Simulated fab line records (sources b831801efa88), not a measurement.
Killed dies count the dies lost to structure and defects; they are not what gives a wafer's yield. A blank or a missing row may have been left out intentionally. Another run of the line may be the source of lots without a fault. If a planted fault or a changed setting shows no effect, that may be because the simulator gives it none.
A struck lot beside a sound one / flow sky130 / 32 steps out of a route of 708
Sound: wafers L957.2, L957.3, L957.6. Wafers L964.1, L964.2, L964.5 were the ones struck. At the end, the cause is stated.
For every step that has rows: the tool of each side, followed by ch and its chambers, followed by its first start. Under that, the readings that differ: sound wafers / struck wafers / difference of the means / sigmas: that difference in standard deviations of wafers without a fault.
alike: same words and numbers on both sides, and readings whose means sit less than 2 such deviations apart. not compared: any withheld reading, any reading some wafer has no value for, any bound like >300 that may hide the same value, and any number with overlapping values for which the record gives no deviation.
Wherever a step has rows on one side only, a row that says differs or no value, or a row with sigmas, the two part there. Non-overlapping numbers with no deviation appear without sigmas and do not part them. A reading missing from all wafers of one side parts the sides only when that side holds two or more wafers.

SKY_CONTACT_ETCH_18: etches Si3N4 in CHF3/O2, stops on TiN, time 39 s, target depth 75 nm.
  sound: rie-diel-04 ch 0,1,2; struck: rie-diel-04 ch 0,2,3
  alike: bias-w, chamber-pressure-mTorr, drypump-motor-current-A, oes-product-au, throttle-valve-pct
  not compared: rf-hours-counter-h
then, 4 steps without rows for these wafers: SKY_CONTACT_STRIP_19 (strips in O2/N2); SKY_CONTACT_STRIP_20 (strips in post etch residue remover, time 1200 s); SKY_CONTACT_CLEAN_21 (cleans in IPA, time 180 s); SKY_CONTACT_CLEAN_22 (cleans in O3/DIW).
SKY_CONTACT_SPUTTER_23: material TiN, target thk 20 nm, time 80 s.
  sound: pvd-sputter-01 at day 33 03:14; struck: pvd-sputter-01 at day 34 23:47
  alike: throttle-valve-pct
then, 1 step without rows for these wafers: SKY_CONTACT_CVD_24 (deposits W, target thk 340 nm, time 102.12 s).
SKY_CONTACT_RS_MEAS_25: measures by four-point-probe.
  sound: film-metro-03 at day 33 03:26; struck: film-metro-04 at day 34 23:58
  alike: CONTACT_W_RS
SKY_CONTACT_THK_MEAS_26: measures by xrf.
  sound: film-metro-03 at day 33 03:32; struck: film-metro-04 at day 35 00:05
  alike: CONTACT_W_THK
SKY_CONTACT_CMP_27: polishes, stops on SiO2, t overpolish 15 s, target thk 0 nm.
  sound on cmp-02 ch 2,3, day 33 03:35; struck on cmp-02 ch 0,1, day 35 00:11
  alike: motor-current-A, overpolish-run-s, time-to-endpoint-s
then, 2 steps without rows for these wafers: SKY_METAL1_SPUTTER_00 (material Ti, target thk 15 nm, time 10 s); SKY_METAL1_SPUTTER_01 (material TiN, target thk 20 nm, time 16.7 s).
SKY_METAL1_SPUTTER_02: material AlCu, target thk 250 nm, time 13.3 s.
  sound: pvd-sputter-02 at day 33 03:56; struck: pvd-sputter-03 at day 35 00:29
reading=model.AlCu_of_METAL1_SPUTTER_02.thk-nm (nm); sound=240.4 236.7 239.1; struck=357.9 359.2 361.4; difference=+120.8; sigmas=
  alike: throttle-valve-pct
then, 1 step without rows for these wafers: SKY_METAL1_SPUTTER_03 (material Ti, target thk 5 nm, time 3.3 s).
SKY_METAL1_SPUTTER_04: material TiN, target thk 70 nm, time 58.3 s.
  sound: pvd-sputter-02 at day 33 03:59; struck: pvd-sputter-03 at day 35 00:32
  alike: throttle-valve-pct
SKY_METAL1_RS_MEAS_05: measures by four-point-probe.
  sound: film-metro-01 at day 33 04:03; struck: film-metro-04 at day 35 00:35
reading=METAL1_ALCU_RS (ohm/sq); sound=0.1321 0.1342 0.1326; struck=0.0879 0.0876 0.0870; difference=-0.0455; sigmas=-30
SKY_METAL1_THK_MEAS_06: measures by xrf.
  sound: film-metro-01 at day 33 04:10; struck: film-metro-04 at day 35 00:42
reading=METAL1_ALCU_THK (nm); sound=238.4 233.5 237.4; struck=350.6 353.3 354.0; difference=+116.2; sigmas=+40
then, 8 steps without rows for these wafers: SKY_METAL1_DEHYDRATE_07 (time 60 s); SKY_METAL1_HMDS_08 (prime time 60 s); SKY_METAL1_COAT_09 (resist thk 60 nm); SKY_METAL1_COAT_10 (resist thk 450 nm); SKY_METAL1_SOFTBAKE_11 (time 90 s); SKY_METAL1_EXPOSE_12 (exposes mask MM1, target cd 140 nm); SKY_METAL1_PEB_13; SKY_METAL1_DEVELOP_14 (develop time 60 s).
SKY_METAL1_CD_MEAS_15: the cd target is 140 nm.
  sound: cd-sem-02 at day 34 06:50; struck: cd-sem-02 at day 36 02:52
  alike: cd-nm
SKY_METAL1_OVL_MEAS_16:
  sound: overlay-02 at day 34 06:58; struck: overlay-02 at day 36 02:59
  alike: METAL1_OVL
then, 1 step without rows for these wafers: SKY_METAL1_DESCUM_17 (chemistry O2, time 8 s).
SKY_METAL1_ETCH_18: etches BARC in N2/H2, stops on SiO2, time 45.9 s, target depth 60 nm.
  sound on rie-metal-03 ch 1, day 34 07:01; struck on rie-metal-01 ch 0,1, day 36 03:03
  alike: bias-w, chamber-pressure-mTorr, drypump-motor-current-A, oes-product-au, throttle-valve-pct
  not compared: rf-hours-counter-h
SKY_METAL1_METAL_ETCH_19: etches the open film in Cl2/BCl3, stops on SiO2, target depth 360 nm, time 78 s.
  sound on rie-metal-03 ch 1, day 34 07:05; struck on rie-metal-01 ch 0,1, day 36 03:07
reading=oes-product-au (a.u.); sound=0.842 0.863 0.864; struck=0.956 0.947 0.962; difference=+0.099; sigmas=+9
  alike: bcl3-flow-sccm, bias-w, chamber-pressure-mTorr, drypump-motor-current-A, throttle-valve-pct
  not compared: rf-hours-counter-h
then, 1 step without rows for these wafers: SKY_METAL1_STRIP_20 (strips in O2/N2).
-- the record jumps here: 12 days lie between the struck wafers' starts before and after (it left off in module METAL1 and takes up again in module PAD_OPEN, whose first step shown is number 708 of the route) --
SKY_PAD_OPEN_PROBE_99:
  sound: prober-01 at day 46 21:53; struck: prober-02 at day 48 07:25
reading=model.etest.met1-comb.leak-log10-a-um; sound=-12.01 -12.06 -11.99; struck=-10.91 -11.73 -11.61; difference=+0.60; sigmas=
reading=model.etest.met1.line-ohm-um; sound=0.9714 0.9687 0.9825; struck=0.6388 0.6439 0.6189; difference=-0.3403; sigmas=
reading=model.etest.met1.rs-ohm-sq; sound=0.1335 0.1355 0.1345; struck=0.0893 0.08813 0.08828; difference=-0.0459; sigmas=

WHERE THEY PART
Earliest at SKY_METAL1_RS_MEAS_05; latest, in this record, at SKY_METAL1_METAL_ETCH_19.

WHY: the cause the simulator had injected
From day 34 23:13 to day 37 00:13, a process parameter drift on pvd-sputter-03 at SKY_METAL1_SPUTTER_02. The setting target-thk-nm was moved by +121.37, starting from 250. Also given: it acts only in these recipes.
